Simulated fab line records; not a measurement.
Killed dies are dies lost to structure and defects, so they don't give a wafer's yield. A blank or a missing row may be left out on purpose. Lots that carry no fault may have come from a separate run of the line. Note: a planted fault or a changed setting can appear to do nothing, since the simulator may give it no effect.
fab line records | flow sky130
record lots=6 wafers=18 last-day=49
route steps=708 shown METAL5@680 PASSIVATION@681 PAD_OPEN@708
lots untouched by any fault: they come from a run of this same line in which no faults occurred
start-h: hours from the record's opening day to when the first of the lot's shown wafers began | wait-h: hours from the lot's prior step to this one | " the same as in the row above | L1.1+2: several wafers, shown together as one row | - no value, or no start given | * or withheld: withheld | < > ~ a bound
route shown NAME@n: names a module that has steps shown in the file, with the first one's number in the route | usual: average and standard deviation across the fault-free wafers | same: alike in all rows | chamber/n: place in a boat | sites: the reading at each site | _std_site: the values' standard deviation | _edge_site: mean of outer sites minus mean of inner sites | radius-mm: for every site, how far away it sits from the centre of the wafer | mask NAME#n: copy n | behind: tool/chamber where the wafer was last shaped | hold: cause of the lot's hold/its duration in hours/its outcome | device: the n, p or np transistor that did not switch | end of line: tests run on the same wafers once the route is complete | a step without rows: its recipe alone | killed: dies lost to structure and defects at the first sort, not the wafer's yield | map: dies across one wafer; x = killed, . = not, _ = none there
set.NAME: the run value of the setting; set.NAME@STEP: its run value at that earlier step | model.NAME: the simulator's own value behind a step, which no gauge read
lots at selected steps of the route; one table per step, one row per wafer
services: when a tool's chamber went out of use (start-h, in hours from the record's first day, below 0 if earlier), for how many hours, and the reason
## steps
# step SKY_METAL5_CLEAN_19
# recipe chemistry=O3/DIW dry=n2-spin
# step SKY_PASSIVATION_CVD_00
# recipe material=SiO2 target-thk-nm=90 temp-c=400 time-s=withheld rf-w=600
# usual heater-power-w=667/100
# columns lot.wafer tool chamber start-h wait-h heater-power-w
L624.1 pecvd-04 2 1032.05 0.0 680
L624.2 " 1 " " 603
L624.4 " 0 " " 867
L626.1 pecvd-01 0 1041.91 0.0 612
L626.2 " 2 " " 778
L626.3 " 1 " " 590
L631.1 pecvd-02 1 1081.89 0.0 532
L631.2 " 2 " " 623
L631.4 " 0 " " 670
L632.2 pecvd-02 0 1084.93 0.0 588
L632.3 " 2 " " 539
L632.5 " 0 " " 575
L633.1 pecvd-04 1 1090.79 0.0 520
L633.2 " 0 " " 793
L633.3 " 2 " " 765
L640.2 pecvd-01 0 1134.63 0.0 698
L640.3 " 2 " " 731
L640.4 " 1 " " 685
# step SKY_PASSIVATION_THK_MEAS_01
# recipe reads=SiO2_of_PASSIVATION_CVD_00
# usual PASSIVATION_CVD_00_THK=89.9/1.3
# columns lot.wafer tool chamber start-h wait-h PASSIVATION_CVD_00_THK[nm]
L624.1 film-metro-04 - 1032.07 - 90.4
L624.2 " - " " 90.7
L624.4 " - " " 92.4
L626.1 film-metro-01 - 1041.94 - 90.6
L626.2 " - " " 88.5
L626.3 " - " " 90.3
L631.1 film-metro-01 - 1081.98 - 88.0
L631.2 " - " " 87.7
L631.4 " - " " 89.8
L632.2 film-metro-04 - 1084.96 - 89.0
L632.3 " - " " 88.3
L632.5 " - " " 90.2
L633.1 film-metro-01 - 1090.81 - 89.8
L633.2 " - " " 90.0
L633.3 " - " " 88.3
L640.2 film-metro-01 - 1134.66 - 88.8
L640.3 " - " " 88.0
L640.4 " - " " 90.4
# step SKY_PASSIVATION_CVD_02
# recipe material=Si3N4 target-thk-nm=540 temp-c=400 time-s=withheld rf-w=450
# usual heater-power-w=704/85
# columns lot.wafer tool chamber start-h wait-h heater-power-w
L624.1 pecvd-01 0 1032.13 0.1 718
L624.2 " 2 " " 793
L624.4 " 1 " " 573
L626.1 pecvd-02 0 1042.00 0.1 666
L626.2 " 2 " " 630
L626.3 " 2 " " 656
L631.1 pecvd-01 0 1082.04 0.1 684
L631.2 " 2 " " 832
L631.4 " 0 " " 721
L632.2 pecvd-01 1 1085.01 0.0 685
L632.3 " 2 " " 785
L632.5 " 1 " " 692
L633.1 pecvd-02 2 1090.87 0.1 702
L633.2 " 1 " " 687
L633.3 " 0 " " 630
L640.2 pecvd-02 0 1134.71 0.0 718
L640.3 " 2 " " 712
L640.4 " 2 " " 730
# step SKY_PASSIVATION_THK_MEAS_03
# recipe reads=Si3N4_of_PASSIVATION_CVD_02
# usual PASSIVATION_CVD_02_THK=538/6.8
# columns lot.wafer tool chamber start-h wait-h PASSIVATION_CVD_02_THK[nm]
L624.1 film-metro-04 - 1032.35 - 531
L624.2 " - " " 538
L624.4 " - " " 535
L626.1 film-metro-04 - 1042.33 - 531
L626.2 " - " " 535
L626.3 " - " " 538
L631.1 film-metro-03 - 1082.26 - 534
L631.2 " - " " 539
L631.4 " - " " 542
L632.2 film-metro-03 - 1085.24 - 524
L632.3 " - " " 528
L632.5 " - " " 532
L633.1 film-metro-01 - 1091.09 - 541
L633.2 " - " " 534
L633.3 " - " " 538
L640.2 film-metro-01 - 1134.94 - 543
L640.3 " - " " 542
L640.4 " - " " 543
# step SKY_PASSIVATION_DEHYDRATE_04
# recipe temp-c=200 time-s=60
# step SKY_PASSIVATION_HMDS_05
# recipe prime-time-s=60 prime-temp-c=120
# step SKY_PASSIVATION_COAT_06
# recipe spin-rpm=2000 resist-thk-nm=3000
# step SKY_PASSIVATION_SOFTBAKE_07
# recipe temp-c=110 time-s=withheld
# step SKY_PASSIVATION_EXPOSE_08
# recipe mask-id=NSM target-cd-nm=3000 na=0.57 dose-mj=260
# step SKY_PASSIVATION_PEB_09
# recipe temp-c=115 time-s=withheld
# step SKY_PASSIVATION_DEVELOP_10
# recipe develop-time-s=60 dev-temp-c=23
# step SKY_PASSIVATION_ETCH_11
# recipe chemistry=CF4/O2 target-depth-nm=725 stop-on=AlCu source-w=800 bias-w=150 pressure-mtorr=150 cf4-flow-sccm=80 O2_flow_sccm=10 time-s=161.1
# usual O2_flow_sccm=10.00/0.031 bias-w=150.0/0.43 drypump-motor-current-A=5.7/0.42 oes-product-au=0.976/0.0074 throttle-valve-pct=5.965/0.01
# columns lot.wafer tool chamber start-h wait-h O2_flow_sccm bias-w drypump-motor-current-A oes-product-au rf-hours-counter-h throttle-valve-pct
L624.1 rie-diel-02 3 1054.77 - 9.98 149.7 5.4 0.977 15 5.972
L624.2 " 2 " " 10.00 150.3 5.4 0.981 20 5.955
L624.4 " 1 " " 9.96 149.4 6.0 0.979 18 5.967
L626.1 rie-diel-01 0 1063.68 - 10.01 150.8 6.2 0.971 2 5.944
L626.2 " 3 " " 9.99 150.3 6.1 0.965 20 5.954
L626.3 " 1 " " 10.01 150.4 6.2 0.967 1 5.953
L631.1 rie-diel-04 0 1102.58 - 10.02 149.4 5.1 0.973 12 5.959
L631.2 " 2 " " 9.95 150.4 6.0 0.981 3 5.963
L631.4 " 1 " " 10.01 150.2 5.9 0.977 10 5.971
L632.2 rie-diel-01 1 1105.57 - 10.03 165.9 6.2 0.965 2 5.949
L632.3 " 2 " " 9.99 165.8 4.8 0.976 27 5.963
L632.5 " 0 " " 10.03 166.4 6.2 0.971 - 5.976
L633.1 rie-diel-01 2 1111.08 - 10.00 165.1 4.8 0.982 27 5.958
L633.2 " 3 " " 9.96 166.7 6.2 0.971 21 5.959
L633.3 " 1 " " 9.98 166.5 6.2 0.983 3 5.972
L640.2 rie-diel-04 2 1152.78 - 9.98 149.7 5.9 0.979 5 5.956
L640.3 " 1 " " 9.98 149.4 5.9 0.979 11 5.958
L640.4 " 0 " " 9.97 149.6 5.1 0.980 - 5.962
# step SKY_PASSIVATION_STRIP_12
# recipe chemistry=O2/N2 power-w=1400 pressure-mtorr=1500 platen-temp-c=withheld overash-fraction=0.7 o2-flow-sccm=3000 n2-flow-sccm=300
# usual drypump-motor-current-A=5.6/0.34 oes-product-au=0.661/0.0041 strip-time-to-endpoint-s=31.57/0.17
# columns lot.wafer tool chamber start-h wait-h drypump-motor-current-A oes-product-au rf-hours-counter-h strip-time-to-endpoint-s
L624.1 plasma-asher-03 0 1054.87 0.1 5.9 0.665 87 31.54
L624.2 " 1 " " 5.2 0.661 87 31.56
L624.4 " 0 " " 5.9 0.660 - 31.37
L626.1 plasma-asher-02 0 1063.78 0.1 5.3 0.652 62 31.62
L626.2 " 1 " " 5.4 0.660 62 31.78
L626.3 " 1 " " 5.4 0.665 - 31.56
L631.1 plasma-asher-01 0 1102.68 0.1 5.4 0.666 3 31.37
L631.2 " 1 " " 6.2 0.660 3 31.29
L631.4 " 1 " " 6.2 0.660 - 31.54
L632.2 plasma-asher-02 1 1105.67 0.1 5.4 0.652 65 31.52
L632.3 " 1 " " 5.4 0.653 - 31.64
L632.5 " 0 " " 5.3 0.664 - 31.63
L633.1 plasma-asher-01 0 1111.19 0.1 5.4 0.655 4 31.36
L633.2 " 1 " " 6.2 0.663 4 31.59
L633.3 " 0 " " 5.5 0.664 - 31.57
L640.2 plasma-asher-01 1 1152.88 0.1 6.2 0.663 8 31.50
L640.3 " 0 " " 5.4 0.667 - 31.65
L640.4 " 1 " " 6.2 0.659 - 31.55
# step SKY_PAD_OPEN_PROBE_99
# usual defect-limited-yield=82.8/1.8 killed_at_M0_to_M3=43/6.3 killed_at_M4_up=3.1/1.9 killed-at-contacts=24/5.1 killed-at-front-end=14/4.3 killed-at-other=0.3/0.53 killed-dies=85/8.8 killed-open=46/7.1 killed-short=38/5.9 sort_bin_3_pad_short=0.8/0.41 sort_bin_5_function=10.4/1.5 sort_bin_6_memory=6.1/1.1 sort-n-pass=407/8.8 sort-yield-pct=82.8/1.8
# same gross-dies=492 killed-at-back-side=0 sort_bin_4_leakage[%]=0 sort_bin_8_speed[%]=0
# columns lot.wafer tool chamber start-h wait-h defect-limited-yield[%] killed_at_M0_to_M3 killed_at_M4_up killed-at-contacts killed-at-front-end killed-at-other killed-dies killed-open killed-short sort_bin_3_pad_short[%] sort_bin_5_function[%] sort_bin_6_memory[%] sort-n-pass sort-yield-pct[%]
L624.1 prober-02 - 1078.78 0.1 86.0 32 2 18 17 0 69 39 30 0.2 8.3 5.5 423 86.0
L624.2 prober-02 - 1078.83 0.1 83.1 52 2 20 9 0 83 49 34 1.4 9.8 5.7 409 83.1
L624.4 prober-02 - 1078.93 0.2 86.4 36 1 19 11 0 67 34 33 0.4 7.1 6.1 425 86.4
L626.1 prober-02 - 1087.55 0.1 78.7 50 2 29 23 1 105 63 41 1.2 12.0 8.1 387 78.7
L626.2 prober-02 - 1087.60 0.1 80.9 56 1 25 12 0 94 47 47 1.0 10.8 7.3 398 80.9
L626.3 prober-02 - 1087.65 0.2 81.3 39 4 27 21 1 92 50 41 1.8 8.7 8.1 400 81.3
L631.1 prober-01 - 1124.78 0.1 85.4 30 1 28 13 0 72 40 32 0.8 8.3 5.5 420 85.4
L631.2 prober-01 - 1124.83 0.1 78.9 43 5 38 18 0 104 61 43 0.6 14.4 6.1 388 78.9
L631.4 prober-01 - 1124.93 0.2 82.7 46 5 16 18 0 85 44 41 0.8 9.1 7.3 407 82.7
L632.2 prober-02 - 1127.59 0.1 83.5 35 5 28 13 0 81 40 40 0.8 10.8 4.9 411 83.5
L632.3 prober-02 - 1127.64 0.2 82.3 46 5 27 9 0 87 55 32 1.4 9.3 6.9 405 82.3
L632.5 prober-02 - 1127.74 0.2 78.3 44 4 35 24 0 107 67 40 1.2 13.6 6.9 385 78.3
L633.1 prober-01 - 1132.57 0.1 85.0 34 2 28 10 0 74 35 39 0.4 9.8 4.9 418 85.0
L633.2 prober-01 - 1132.62 0.1 84.6 38 0 23 14 1 76 37 39 0.6 10.0 4.9 416 84.6
L633.3 prober-01 - 1132.67 0.2 80.7 47 5 31 12 0 95 55 40 0.4 12.0 6.9 397 80.7
L640.2 prober-02 - 1172.60 0.1 81.3 42 1 28 20 1 92 44 48 1.0 13.2 4.5 400 81.3
L640.3 prober-02 - 1172.65 0.2 81.1 41 4 30 18 0 93 60 33 0.4 8.9 9.6 399 81.1
L640.4 prober-02 - 1172.70 0.2 82.1 45 3 26 14 0 88 48 40 0.4 11.0 6.5 404 82.1
# killed by level:class
L624.1 FIELD_ISO:geometric-particle:open=10 VIA1:geometric-particle:open=8 VIA3:geometric-particle:open=8 CONTACT:geometric-particle:short=6 METAL1:geometric-particle:short=5 LI_CONTACT:geometric-particle:open=5 FIELD_ISO:geometric-particle:short=4 METAL2:geometric-particle:short=4
L624.2 VIA1:geometric-particle:open=15 LI_CONTACT:geometric-particle:open=11 VIA3:geometric-particle:open=7 VIA1:geometric-particle:short=7 METAL3:geometric-particle:short=5 FIELD_ISO:geometric-particle:open=4 CONTACT:geometric-particle:short=4 CONTACT:geometric-particle:open=4
L624.4 CONTACT:geometric-particle:short=9 METAL2:geometric-particle:short=7 VIA1:geometric-particle:open=6 FIELD_ISO:geometric-particle:open=5 CONTACT:geometric-particle:open=5 FIELD_ISO:geometric-particle:short=4 METAL1:geometric-particle:open=4 VIA1:geometric-particle:short=4
L626.1 VIA3:geometric-particle:open=12 LI_CONTACT:geometric-particle:open=9 VIA2:geometric-particle:open=9 CONTACT:geometric-particle:open=8 METAL2:geometric-particle:short=8 POLY_GATE:geometric-particle:short=7 POLY_GATE:geometric-particle:open=7 LOCAL_INTERCONNECT:geometric-particle:short=5
L626.2 VIA3:geometric-particle:open=11 VIA1:geometric-particle:open=11 METAL2:geometric-particle:short=10 CONTACT:geometric-particle:short=8 CONTACT:geometric-particle:open=8 VIA1:geometric-particle:short=5 FIELD_ISO:geometric-particle:short=4 LI_CONTACT:geometric-particle:open=4
L626.3 VIA1:geometric-particle:open=9 FIELD_ISO:geometric-particle:short=8 LI_CONTACT:geometric-particle:open=8 CONTACT:geometric-particle:open=8 VIA2:geometric-particle:open=6 VIA3:geometric-particle:open=6 CONTACT:geometric-particle:short=5 POLY_GATE:geometric-particle:short=4
L631.1 LI_CONTACT:geometric-particle:open=9 CONTACT:geometric-particle:open=8 LOCAL_INTERCONNECT:geometric-particle:short=7 VIA1:geometric-particle:open=6 METAL2:geometric-particle:short=4 FIELD_ISO:geometric-particle:open=4 VIA3:geometric-particle:short=4 VIA3:geometric-particle:open=4
L631.2 CONTACT:geometric-particle:open=15 LI_CONTACT:geometric-particle:open=11 VIA2:geometric-particle:open=10 VIA1:geometric-particle:open=9 POLY_GATE:geometric-particle:open=6 VIA2:geometric-particle:short=6 FIELD_ISO:geometric-particle:short=5 CONTACT:geometric-particle:short=5
L631.4 VIA1:geometric-particle:open=15 VIA3:geometric-particle:open=6 VIA1:geometric-particle:short=6 POLY_GATE:geometric-particle:short=5 POLY_GATE:geometric-particle:open=5 CONTACT:geometric-particle:open=5 METAL2:geometric-particle:short=5 FIELD_ISO:geometric-particle:open=4
L632.2 VIA1:geometric-particle:open=10 CONTACT:geometric-particle:open=7 CONTACT:geometric-particle:short=7 LOCAL_INTERCONNECT:geometric-particle:short=6 LI_CONTACT:geometric-particle:open=5 VIA3:geometric-particle:open=5 FIELD_ISO:geometric-particle:short=4 POLY_GATE:geometric-particle:short=3
L632.3 VIA1:geometric-particle:open=17 LI_CONTACT:geometric-particle:open=10 VIA3:geometric-particle:open=8 CONTACT:geometric-particle:open=8 CONTACT:geometric-particle:short=5 METAL1:geometric-particle:short=5 METAL4:geometric-particle:short=4 FIELD_ISO:geometric-particle:open=3
L632.5 CONTACT:geometric-particle:open=13 VIA1:geometric-particle:open=12 LI_CONTACT:geometric-particle:open=10 FIELD_ISO:geometric-particle:open=8 CONTACT:geometric-particle:short=6 VIA2:geometric-particle:open=6 VIA3:geometric-particle:open=5 FIELD_ISO:geometric-particle:short=4
L633.1 CONTACT:geometric-particle:open=8 CONTACT:geometric-particle:short=7 VIA1:geometric-particle:short=7 VIA3:geometric-particle:open=7 METAL1:geometric-particle:short=6 LI_CONTACT:geometric-particle:open=5 LOCAL_INTERCONNECT:geometric-particle:short=4 LI_CONTACT:geometric-particle:short=3
L633.2 VIA1:geometric-particle:open=8 LI_CONTACT:geometric-particle:open=7 CONTACT:geometric-particle:short=7 VIA3:geometric-particle:open=7 VIA1:geometric-particle:short=6 FIELD_ISO:geometric-particle:short=5 CONTACT:geometric-particle:open=5 METAL3:geometric-particle:short=5
L633.3 CONTACT:geometric-particle:open=14 METAL2:geometric-particle:short=11 VIA1:geometric-particle:open=8 VIA3:geometric-particle:open=8 VIA2:geometric-particle:open=6 CONTACT:geometric-particle:short=6 LI_CONTACT:geometric-particle:open=5 METAL1:geometric-particle:short=5
L640.2 VIA1:geometric-particle:open=14 CONTACT:geometric-particle:open=10 METAL1:geometric-particle:short=9 FIELD_ISO:geometric-particle:short=8 LI_CONTACT:geometric-particle:open=5 LOCAL_INTERCONNECT:geometric-particle:short=5 CONTACT:geometric-particle:short=5 POLY_GATE:geometric-particle:short=4
L640.3 CONTACT:geometric-particle:open=11 LI_CONTACT:geometric-particle:open=10 VIA1:geometric-particle:open=10 VIA3:geometric-particle:open=10 FIELD_ISO:geometric-particle:short=5 VIA1:geometric-particle:short=5 FIELD_ISO:geometric-particle:open=4 LOCAL_INTERCONNECT:geometric-particle:short=4
L640.4 VIA1:geometric-particle:open=11 VIA2:geometric-particle:open=9 VIA3:geometric-particle:open=7 LI_CONTACT:geometric-particle:open=7 CONTACT:geometric-particle:short=6 CONTACT:geometric-particle:open=5 LOCAL_INTERCONNECT:geometric-particle:short=4 VIA3:geometric-particle:short=4
## services
# columns tool chamber start-h hours kind
pecvd-01 2 1012.15 - calibration
pecvd-04 2 1012.54 13.6 repair
rie-diel-04 2 1013.74 34.3 repair
pecvd-02 1 1018.48 2.6 repair
pecvd-02 1 1021.13 - clean
pecvd-02 1 1021.13 - consumable-replace:showerhead
pecvd-04 - 1022.37 1.6 repair
rie-diel-01 - 1027.35 0.9 repair
rie-diel-04 - 1035.13 28.1 pm
plasma-asher-01 - 1055.25 9.0 pm
plasma-asher-02 - 1070.13 3.1 repair
rie-diel-04 - 1074.03 0.4 repair
rie-diel-02 3 1078.38 1.7 repair
rie-diel-02 3 1086.09 7.0 repair
pecvd-01 0 1096.63 1.9 repair
pecvd-01 - 1098.06 2.8 pm
pecvd-04 - 1106.74 5.5 pm
rie-diel-04 0 1114.26 8.1 repair
rie-diel-02 3 1124.42 8.6 repair
plasma-asher-02 - 1129.59 1.6 repair
rie-diel-01 1 1139.25 6.5 repair
rie-diel-02 2 1145.59 9.7 repair
rie-diel-04 3 1146.85 34.2 repair
rie-diel-01 3 1151.76 14.0 repair
## key
first-sign step=SKY_PASSIVATION_ETCH_11 reading=bias-w direction=up sigmas=37 usual=150.0 struck=166.1
effect none on later readings
met-at SKY_PASSIVATION_ETCH_11
struck-wafers L632.2,L632.3,L632.5,L633.1,L633.2,L633.3
onset-between 1063.68 1105.57
fault kind=process-parameter-drift tool=rie-diel-01 chamber=- onset-h=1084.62 steps=SKY_PASSIVATION_ETCH_11 channel=bias-w offset=15.695 shape=step end-h=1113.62 acts-in=these-recipes-only stated=150
